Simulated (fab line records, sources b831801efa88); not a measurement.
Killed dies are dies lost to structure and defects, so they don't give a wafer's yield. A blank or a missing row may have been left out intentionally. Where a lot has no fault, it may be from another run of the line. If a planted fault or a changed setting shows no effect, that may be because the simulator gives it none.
A single fault, viewed from 2 desks :: flow sky130 :: numbers are kept per desk, each desk with only its own; the story behind them comes last

== FROM THE METROLOGY DESK ==
What the gauges read for every lot (on any tool): the sampled wafers with a number, averaged. Any lot whose mean is over 4 standard deviations away from the usual mean is out of limits and marked OUT; that distance is given in the brackets.
Columns: A = VIA1_W_THK at SKY_VIA1_THK_MEAS_23, usual 269 nm
lot: L333
first seen here: day 34 22:24
A: 267

lot: L334
first seen here: day 35 11:19
A: 271

lot: L337
first seen here: day 35 19:40
A: 269

lot: L339
first seen here: day 36 11:10
A: 273

lot: L342
first seen here: day 37 17:04
A: 266

lot: L346
first seen here: day 38 19:22
A: 266

lot: L347
first seen here: day 39 05:44
A: 272

lot: L348
first seen here: day 39 10:52
A: 269

lot: L349
first seen here: day 40 03:49
A: 267

lot: L353
first seen here: day 40 15:46
A: 268

lot: L354
first seen here: day 41 01:10
A: 273
This desk's verdict: no lot among the 11 shows anything out of limits.

== FOR THE TOOL OWNER'S DESK: rie metal-01 ==
The tool's own readings at SKY_METAL2_ETCH_18 (etches BARC in N2/H2, stops on SiO2, time 45.9 s, target depth 60 nm): means of the sampled wafers that have a number, for each lot that ran on this tool. Any lot whose mean is over 4 standard deviations away from the usual mean is out of limits and marked OUT; that distance is given in the brackets.
Columns: A = drypump motor current A at SKY_METAL2_ETCH_18, usual 5.7 A; B = h2 flow sccm at SKY_METAL2_ETCH_18, usual 200.0 sccm; C = oes product au at SKY_METAL2_ETCH_18, usual 0.855 a.u.; D = throttle valve pct at SKY_METAL2_ETCH_18, usual 13.225 %
lot: L334
first seen here: day 36 13:26
A: 5.2
B: 200.4
C: 0.847
D: 13.226

lot: L346
first seen here: day 39 21:51
A: 5.4
B: 200.1
C: 0.855
D: 13.231

lot: L348
first seen here: day 40 12:08
A: 5.7
B: 199.6
C: 0.858
D: 13.224

lot: L349
first seen here: day 41 04:41
A: 5.2
B: 200.0
C: 0.856
D: 13.224
This desk's verdict: no lot among the 4 shows anything out of limits.

== ALL TOGETHER ==
At the metrology desk, nothing out of limits was observed.
The tool owner's desk saw nothing out of limits.

== WHAT THE SIMULATOR PUT IN ==
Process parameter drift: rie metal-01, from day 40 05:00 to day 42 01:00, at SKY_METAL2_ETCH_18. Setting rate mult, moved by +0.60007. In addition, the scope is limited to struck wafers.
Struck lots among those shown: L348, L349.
